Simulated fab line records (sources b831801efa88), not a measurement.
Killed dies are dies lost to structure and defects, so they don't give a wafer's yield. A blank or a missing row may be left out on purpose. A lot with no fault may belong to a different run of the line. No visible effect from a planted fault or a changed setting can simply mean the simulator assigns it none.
fab line records -- flow sky130
record lots=6, wafers=18, last-day=50
route steps=708 shown SONOS_ONO@186 GATE_OXIDE@187 PAD_OPEN@708
lots that met no fault: taken from a fault-free run of the same line
start-h: hours from the record's first day to the start of the lot's first wafer shown -- wait-h: hours since the lot's step before -- " as in the row above -- L1.1+2: a single row standing in for several wafers -- - no value, or no start was given -- * or withheld: withheld -- < > ~ a bound
route shown NAME@n: NAME is a module with steps in the file, n the number in the route of the first one -- usual: the fault-free wafers' mean and standard deviation -- same: alike in all rows -- chamber/n: place in a boat -- sites: the reading at each site -- _std_site: the standard deviation of these -- _edge_site: mean of outer sites minus mean of inner sites -- radius-mm: how far each site lies from the wafer's centre -- mask NAME#n: copy n -- behind: tool/chamber where the wafer was last shaped -- hold: cause of the lot's hold/its duration in hours/its outcome -- device: whichever transistor did not switch (one of n, p or np) -- end of line: at the end of the route, the tests of the same wafers -- a step with no rows: only its recipe -- killed: dies that structure and defects cost at the first sort, which is not the same as the wafer's yield -- map: a wafer's dies, x killed, . not, _ none there
set.NAME: the run value of the setting; set.NAME@STEP: its run value at that earlier step -- model.NAME: the simulator's own value behind a step, which no gauge read
lots at some steps of the route; a table a step, a row a wafer
services: from which hour (start-h, from the record's first day; less than 0 if before it) a tool's chamber was out of use, for how many hours, and why
## steps
# step SKY_SONOS_ONO_WET_ETCH_18
# recipe chemistry=H3PO4, target-depth-nm=15, target=Si3N4, temp-c=160, time-s=172
# step SKY_GATE_OXIDE_CLEAN_00
# recipe chemistry=SC1/SC2, mix=1:4:20, temp-c=70, time-s=150, dry=n2-spin
# step SKY_GATE_OXIDE_OXIDATION_01
# recipe temp-c=900, ambient=O2, stabilise-s=600, purge-s=300, target-thk-a=102.68, ox-time-s=1473
# step SKY_GATE_OXIDE_THK_MEAS_02
# recipe reads=SiO2_of_GATE_OXIDE_OXIDATION_01
# usual GATE_OXIDE_OXIDATION_00_THK=10.24/0.18
lot.wafer,tool,chamber,start-h,wait-h,GATE_OXIDE_OXIDATION_00_THK[nm]
L284.2,film-metro-01,-,309.30,0.0,9.97
L284.3,film-metro-01,-,309.30,0.0,10.18
L284.4,film-metro-01,-,309.30,0.0,10.14
L288.4,film-metro-03,-,344.41,0.0,10.35
L288.5,film-metro-03,-,344.41,0.0,10.31
L288.6,film-metro-03,-,344.41,0.0,10.16
L292.1,film-metro-03,-,368.43,0.0,10.40
L292.2,film-metro-03,-,368.43,0.0,10.46
L292.5,film-metro-03,-,368.43,0.0,10.35
L298.1,film-metro-01,-,422.68,0.0,10.05
L298.4,film-metro-01,-,422.68,0.0,10.17
L298.5,film-metro-01,-,422.68,0.0,10.12
L299.1,film-metro-03,-,434.04,0.0,10.30
L299.2,film-metro-03,-,434.04,0.0,10.30
L299.3,film-metro-03,-,434.04,0.0,10.21
L302.1,film-metro-01,-,462.36,0.0,10.21
L302.2,film-metro-01,-,462.36,0.0,9.99
L302.5,film-metro-01,-,462.36,0.0,10.15
# step SKY_GATE_OXIDE_DEHYDRATE_03
# recipe temp-c=200, time-s=60
# step SKY_GATE_OXIDE_HMDS_04
# recipe prime-time-s=60, prime-temp-c=120
# step SKY_GATE_OXIDE_COAT_05
# recipe resist=NOVOLAK, spin-rpm=3000, resist-thk-nm=1140
# step SKY_GATE_OXIDE_SOFTBAKE_06
# recipe temp-c=90, time-s=60, resist=NOVOLAK
# step SKY_GATE_OXIDE_EXPOSE_07
# recipe mask-id=LVOM, na=0.6, source-shape=conventional, sigma-outer=0.6, polarization=unpolarized, target-cd-nm=600, dose-mj=170
# step SKY_GATE_OXIDE_PEB_08
# recipe temp-c=withheld, time-s=*, resist=NOVOLAK
# step SKY_GATE_OXIDE_DEVELOP_09
# recipe resist=NOVOLAK, developer=TMAH, develop-time-s=60, dev-temp-c=23
# step SKY_GATE_OXIDE_OVL_MEAS_10
# usual GATE_OXIDE_OVL=-0.2/1.2
lot.wafer,tool,chamber,start-h,wait-h,GATE_OXIDE_OVL[nm]
L284.2,overlay-01,-,335.16,0.1,0.2
L284.3,overlay-01,-,335.16,0.1,-0.7
L284.4,overlay-01,-,335.16,0.1,0.6
L288.4,overlay-01,-,373.00,0.1,-0.4
L288.5,overlay-01,-,373.00,0.1,1.5
L288.6,overlay-01,-,373.00,0.1,-0.2
L292.1,overlay-02,-,396.99,0.1,0.2
L292.2,overlay-02,-,396.99,0.1,1.6
L292.5,overlay-02,-,396.99,0.1,-0.7
L298.1,overlay-01,-,454.13,0.1,-1.5
L298.4,overlay-01,-,454.13,0.1,-0.1
L298.5,overlay-01,-,454.13,0.1,-0.9
L299.1,overlay-02,-,464.43,0.1,1.7
L299.2,overlay-02,-,464.43,0.1,-0.5
L299.3,overlay-02,-,464.43,0.1,0.8
L302.1,overlay-02,-,493.08,0.1,1.8
L302.2,overlay-02,-,493.08,0.1,1.4
L302.5,overlay-02,-,493.08,0.1,1.0
# step SKY_GATE_OXIDE_IMPLANT_11
# recipe species=B, energy-kev=10, dose-cm2=2.6e+12, tilt-deg=withheld
lot.wafer,tool,chamber,start-h,wait-h
L284.2+3+4,implanter-04,0,335.22,0.0
L288.4+5+6,implanter-04,0,373.09,0.1
L292.1+2+5,implanter-03,0,397.03,0.0
L298.1+4+5,implanter-04,0,454.17,0.0
L299.1+2+3,implanter-04,0,464.47,0.0
L302.1+2+5,implanter-02,0,493.12,0.0
# step SKY_GATE_OXIDE_WET_ETCH_12
# recipe chemistry=dHF, target-depth-nm=16.8, dry=n2-spin, target=SiO2, dilution=100:1, temp-c=25, time-s=336
# step SKY_GATE_OXIDE_STRIP_13
# recipe chemistry=O2/N2, power-w=1400, pressure-mtorr=1500, platen-temp-c=withheld, o2-flow-sccm=3000, n2-flow-sccm=300, overash-fraction=0.5
# usual drypump-motor-current-A=5.9/0.58, oes-product-au=0.715/0.0046, strip-time-to-endpoint-s=14.18/0.038
lot.wafer,tool,chamber,start-h,wait-h,drypump-motor-current-A,oes-product-au,rf-hours-counter-h,strip-time-to-endpoint-s
L284.2,plasma-asher-01,1,335.44,0.0,5.8,0.712,23,14.17
L284.3,plasma-asher-01,0,335.44,0.0,6.8,0.714,-,14.17
L284.4,plasma-asher-01,1,335.44,0.0,5.8,0.719,-,14.15
L288.4,plasma-asher-04,0,373.30,0.0,5.7,0.710,-,14.18
L288.5,plasma-asher-04,1,373.30,0.0,6.1,0.714,-,14.21
L288.6,plasma-asher-04,0,373.30,0.0,5.7,0.726,-,14.20
L292.1,plasma-asher-04,1,397.28,0.0,6.1,0.709,65,14.16
L292.2,plasma-asher-04,0,397.28,0.0,5.7,0.718,65,14.18
L292.5,plasma-asher-04,1,397.28,0.0,6.1,0.715,-,14.20
L298.1,plasma-asher-01,0,454.42,0.0,6.8,0.711,35,14.13
L298.4,plasma-asher-01,1,454.42,0.0,5.8,0.718,-,14.16
L298.5,plasma-asher-01,1,454.42,0.0,5.8,0.706,-,14.17
L299.1,plasma-asher-01,1,464.72,0.0,5.8,0.708,35,14.25
L299.2,plasma-asher-01,0,464.72,0.0,6.7,0.713,35,14.25
L299.3,plasma-asher-01,1,464.72,0.0,5.8,0.712,-,14.25
L302.1,plasma-asher-04,1,493.38,0.0,6.1,0.716,75,14.14
L302.2,plasma-asher-04,0,493.38,0.0,5.7,0.722,75,14.17
L302.5,plasma-asher-04,0,493.38,0.0,5.7,0.708,-,14.19
# step SKY_GATE_OXIDE_TW_MEAS_14
# usual GATE_OXIDE_TW=222.0/0.96
lot.wafer,tool,chamber,start-h,wait-h,GATE_OXIDE_TW
L284.2,film-metro-03,-,335.55,0.1,221.0
L284.3,film-metro-03,-,335.55,0.1,221.7
L284.4,film-metro-03,-,335.55,0.1,221.0
L288.4,film-metro-01,-,373.40,0.1,223.8
L288.5,film-metro-01,-,373.40,0.1,222.6
L288.6,film-metro-01,-,373.40,0.1,222.5
L292.1,film-metro-03,-,397.38,0.1,221.0
L292.2,film-metro-03,-,397.38,0.1,222.6
L292.5,film-metro-03,-,397.38,0.1,222.0
L298.1,film-metro-01,-,454.52,0.1,218.9
L298.4,film-metro-01,-,454.52,0.1,219.4
L298.5,film-metro-01,-,454.52,0.1,218.1
L299.1,film-metro-04,-,464.82,0.1,219.8
L299.2,film-metro-04,-,464.82,0.1,217.9
L299.3,film-metro-04,-,464.82,0.1,218.1
L302.1,film-metro-03,-,493.48,0.1,225.1
L302.2,film-metro-03,-,493.48,0.1,223.4
L302.5,film-metro-03,-,493.48,0.1,224.0
# step SKY_GATE_OXIDE_CLEAN_15
# recipe chemistry=SC1/SC2, mix=1:4:20, temp-c=70, time-s=150, dry=n2-spin
# step SKY_PAD_OPEN_PROBE_99
# usual killed_at_M0_to_M3=44/7.2, killed_at_M4_up=2.9/1.8, killed-at-contacts=24/5.6, killed-at-front-end=15/4.2, killed-at-other=0.4/0.71, killed-dies=86/9.2, killed-open=47/7.2, killed-short=39/5.7
# same gross-dies=492, killed-at-back-side=0
lot.wafer,tool,chamber,start-h,wait-h,killed_at_M0_to_M3,killed_at_M4_up,killed-at-contacts,killed-at-front-end,killed-at-other,killed-dies,killed-open,killed-short,model.etest.tip-p.rs-ohm-sq-range,model.etest.pfet_01v8_lvt.drive-ua-um,model.etest.nfet_01v8.drive-ua-um-range,model.etest.pfet_01v8_mvt.drive-ua-um,model.etest.pfet_01v8.drive-ua-um-range,model.etest.pfet_01v8_lvt.off-log10-a-um,model.etest.pfet_01v8_mvt.off-log10-a-um,model.etest.pfet_01v8.off-log10-a-um
L284.2,prober-01,-,1095.53,0.1,47,4,18,13,0,82,44,38,184.5,176.8,11.15,155.9,8.106,-8.906,-10.39,-9.445
L284.3,prober-01,-,1095.58,0.2,33,2,29,30,0,94,51,42,212.8,175.3,8.034,153.2,5.17,-8.903,-10.66,-9.451
L284.4,prober-01,-,1095.63,0.2,36,3,23,16,0,78,42,35,144.9,178.8,11.2,157.1,6.177,-9,-10.53,-9.647
L288.4,prober-01,-,1125.12,0.2,44,3,25,19,1,92,55,37,150.9,168.1,7.581,146.2,5.081,-9.037,-11.07,-9.818
L288.5,prober-01,-,1125.17,0.2,60,3,25,15,3,106,58,46,199.6,167.6,7.425,145.2,5.955,-9.249,-10.99,-9.924
L288.6,prober-01,-,1125.22,0.2,47,6,19,13,0,85,48,37,268.1,168.8,11.15,147.8,10.36,-9.164,-10.86,-9.989
L292.1,prober-02,-,1143.07,0.1,41,2,28,24,0,95,55,40,133.7,174.3,8.401,150.5,4.315,-8.991,-10.9,-10.29
L292.2,prober-02,-,1143.12,0.1,54,4,20,14,0,92,47,45,131.4,176.3,7.399,152.1,3.954,-8.875,-10.72,-9.889
L292.5,prober-02,-,1143.27,0.2,29,5,20,14,0,68,39,28,147.9,176.1,11.1,151.2,5.894,-8.941,-10.84,-9.823
L298.1,prober-01,-,1174.28,0.1,37,3,18,18,0,76,43,33,168.2,163.3,13.43,150.9,13.12,-10.1,-10.81,-9.739
L298.4,prober-01,-,1174.43,0.2,41,4,17,11,0,73,49,24,221.3,163.1,20.74,150.5,14.35,-9.921,-10.84,-9.708
L298.5,prober-01,-,1174.48,0.2,38,2,26,7,0,73,36,37,175.9,163.9,23.25,150.9,15.22,-10.13,-10.78,-9.713
L299.1,prober-02,-,1179.48,0.1,51,2,31,12,0,96,56,39,334.8,166.5,18.8,148.3,11.74,-9.829,-11.32,-10.13
L299.2,prober-02,-,1179.53,0.1,64,6,16,13,0,99,56,43,186.6,163.3,18.81,145,12.6,-9.901,-11.26,-10.22
L299.3,prober-02,-,1179.58,0.2,52,0,35,11,0,98,51,47,181.3,166.7,16.69,146.3,13.01,-9.902,-11.31,-10.2
L302.1,prober-01,-,1197.13,0.1,32,2,26,14,0,74,35,38,203.2,174.7,7.658,152.8,5.498,-8.916,-10.58,-9.293
L302.2,prober-01,-,1197.18,0.1,40,3,15,15,1,74,35,39,120.7,176,10.04,154.6,8.473,-8.921,-10.78,-9.573
L302.5,prober-01,-,1197.33,0.2,29,0,27,11,0,67,36,30,204.4,174.6,11.41,153.7,5.848,-8.824,-10.62,-9.531
# killed by level:class
L284.2 VIA1:geometric-particle:open=16 VIA1:geometric-particle:short=12 CONTACT:geometric-particle:open=6 POLY_GATE:geometric-particle:short=5 LI_CONTACT:geometric-particle:open=5 CONTACT:geometric-particle:short=4 FIELD_ISO:geometric-particle:open=3 LOCAL_INTERCONNECT:geometric-particle:short=3
L284.3 CONTACT:geometric-particle:open=13 VIA1:geometric-particle:open=9 FIELD_ISO:geometric-particle:short=8 POLY_GATE:geometric-particle:open=7 CONTACT:geometric-particle:short=7 FIELD_ISO:geometric-particle:open=5 POLY_GATE:geometric-particle:short=5 LI_CONTACT:geometric-particle:open=5
L284.4 CONTACT:geometric-particle:open=10 VIA1:geometric-particle:open=8 METAL2:geometric-particle:short=7 FIELD_ISO:geometric-particle:open=6 LI_CONTACT:geometric-particle:open=6 METAL1:geometric-particle:short=6 VIA3:geometric-particle:open=4 POLY_GATE:geometric-particle:short=3
L288.4 CONTACT:geometric-particle:open=13 LI_CONTACT:geometric-particle:open=8 VIA1:geometric-particle:open=8 METAL2:geometric-particle:short=8 VIA1:geometric-particle:short=7 VIA2:geometric-particle:open=5 VIA3:geometric-particle:open=5 FIELD_ISO:geometric-particle:open=4
L288.5 VIA3:geometric-particle:open=11 VIA2:geometric-particle:open=11 CONTACT:geometric-particle:open=8 VIA1:geometric-particle:open=6 METAL2:geometric-particle:short=6 POLY_GATE:geometric-particle:open=5 LI_CONTACT:geometric-particle:open=5 LOCAL_INTERCONNECT:geometric-particle:short=5
L288.6 VIA1:geometric-particle:open=11 VIA2:geometric-particle:open=9 FIELD_ISO:geometric-particle:short=7 CONTACT:geometric-particle:open=6 METAL1:geometric-particle:short=6 METAL2:geometric-particle:short=5 FIELD_ISO:geometric-particle:open=4 LI_CONTACT:geometric-particle:open=4
L292.1 CONTACT:geometric-particle:open=11 FIELD_ISO:geometric-particle:open=10 VIA1:geometric-particle:open=10 FIELD_ISO:geometric-particle:short=6 LI_CONTACT:geometric-particle:short=6 VIA2:geometric-particle:open=6 LI_CONTACT:geometric-particle:open=5 CONTACT:geometric-particle:short=5
L292.2 VIA2:geometric-particle:open=11 VIA1:geometric-particle:open=11 FIELD_ISO:geometric-particle:short=7 VIA1:geometric-particle:short=7 LI_CONTACT:geometric-particle:open=7 METAL1:geometric-particle:short=7 LOCAL_INTERCONNECT:geometric-particle:short=5 VIA3:geometric-particle:open=5
L292.5 CONTACT:geometric-particle:open=6 LI_CONTACT:geometric-particle:open=5 VIA1:geometric-particle:short=5 POLY_GATE:geometric-particle:open=4 LI_CONTACT:geometric-particle:short=4 VIA2:geometric-particle:open=4 METAL1:geometric-particle:open=4 VIA1:geometric-particle:open=4
L298.1 VIA1:geometric-particle:open=8 CONTACT:geometric-particle:open=7 VIA3:geometric-particle:open=7 FIELD_ISO:geometric-particle:open=6 FIELD_ISO:geometric-particle:short=6 VIA1:geometric-particle:short=6 LI_CONTACT:geometric-particle:open=5 POLY_GATE:geometric-particle:short=4
L298.4 VIA1:geometric-particle:open=14 CONTACT:geometric-particle:open=10 VIA3:geometric-particle:open=9 FIELD_ISO:geometric-particle:open=3 METAL1:geometric-particle:short=3 VIA1:geometric-particle:short=3 METAL2:geometric-particle:short=3 VIA2:geometric-particle:open=3
L298.5 VIA1:geometric-particle:open=8 CONTACT:geometric-particle:open=7 METAL2:geometric-particle:short=7 VIA3:geometric-particle:open=7 CONTACT:geometric-particle:short=6 LI_CONTACT:geometric-particle:open=5 LOCAL_INTERCONNECT:geometric-particle:short=5 LI_CONTACT:geometric-particle:short=3
L299.1 CONTACT:geometric-particle:open=16 VIA1:geometric-particle:open=11 VIA3:geometric-particle:open=8 VIA2:geometric-particle:open=8 METAL1:geometric-particle:short=7 CONTACT:geometric-particle:short=5 LI_CONTACT:geometric-particle:short=5 LI_CONTACT:geometric-particle:open=5
L299.2 VIA1:geometric-particle:open=16 VIA2:geometric-particle:open=10 METAL1:geometric-particle:short=8 VIA3:geometric-particle:open=8 CONTACT:geometric-particle:open=6 METAL2:geometric-particle:short=5 LI_CONTACT:geometric-particle:open=4 VIA1:geometric-particle:short=4
L299.3 CONTACT:geometric-particle:open=11 VIA3:geometric-particle:open=10 CONTACT:geometric-particle:short=9 VIA2:geometric-particle:open=9 LI_CONTACT:geometric-particle:open=7 METAL1:geometric-particle:short=7 VIA1:geometric-particle:open=7 POLY_GATE:geometric-particle:short=6
L302.1 CONTACT:geometric-particle:open=11 VIA2:geometric-particle:open=8 CONTACT:geometric-particle:short=5 METAL1:geometric-particle:short=5 METAL2:geometric-particle:short=4 LI_CONTACT:geometric-particle:short=4 LI_CONTACT:geometric-particle:open=4 VIA3:geometric-particle:open=4
L302.2 VIA1:geometric-particle:open=7 FIELD_ISO:geometric-particle:short=5 METAL2:geometric-particle:short=5 CONTACT:geometric-particle:short=5 VIA3:geometric-particle:open=5 VIA1:geometric-particle:short=5 FIELD_ISO:geometric-particle:open=4 POLY_GATE:geometric-particle:open=4
L302.5 LI_CONTACT:geometric-particle:open=8 CONTACT:geometric-particle:open=6 VIA2:geometric-particle:open=5 LOCAL_INTERCONNECT:geometric-particle:short=5 VIA3:geometric-particle:open=5 CONTACT:geometric-particle:short=4 METAL1:geometric-particle:short=4 VIA1:geometric-particle:short=4
## services
tool,chamber,start-h,hours,kind
implanter-04,-,349.46,3.4,repair
plasma-asher-04,-,383.45,2.8,pm
implanter-04,-,400.43,3.6,repair
implanter-03,-,408.66,0.7,repair
plasma-asher-01,-,409.16,1.8,repair
implanter-03,-,410.83,1.4,repair
implanter-02,-,452.46,1.7,repair
implanter-02,-,469.14,3.4,repair
implanter-04,-,471.98,1.1,repair
implanter-03,-,481.39,6.9,repair
## key
first-sign step=SKY_GATE_OXIDE_TW_MEAS_14, reading=GATE_OXIDE_TW, direction=down, sigmas=3.4, usual=222.0, struck=218.7
effect none on later readings
model-effect step=SKY_PAD_OPEN_PROBE_99, value=etest.tip-p.rs-ohm-sq-range, without=152.1, struck=211.3
met-at SKY_GATE_OXIDE_IMPLANT_11
struck-wafers L298.1,L298.4,L298.5,L299.1,L299.2,L299.3
tester-left-out L298,L299
onset-between 373.09 454.17
also-fits SKY_GATE_OXIDE_STRIP_13:plasma-asher-01
fault kind=process-parameter-drift, tool=implanter-04, chamber=-, onset-h=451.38, steps=SKY_GATE_OXIDE_IMPLANT_11, channel=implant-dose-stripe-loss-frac, offset=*, shape=step, end-h=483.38
# tester-left-out: of these lots the tester's yield and bins aren't shown, on N5 and GAA mostly nor the transistor test; their killed dies are dies lost to structure and defects alone, not to doping, threshold or leakage, so they don't give the yield
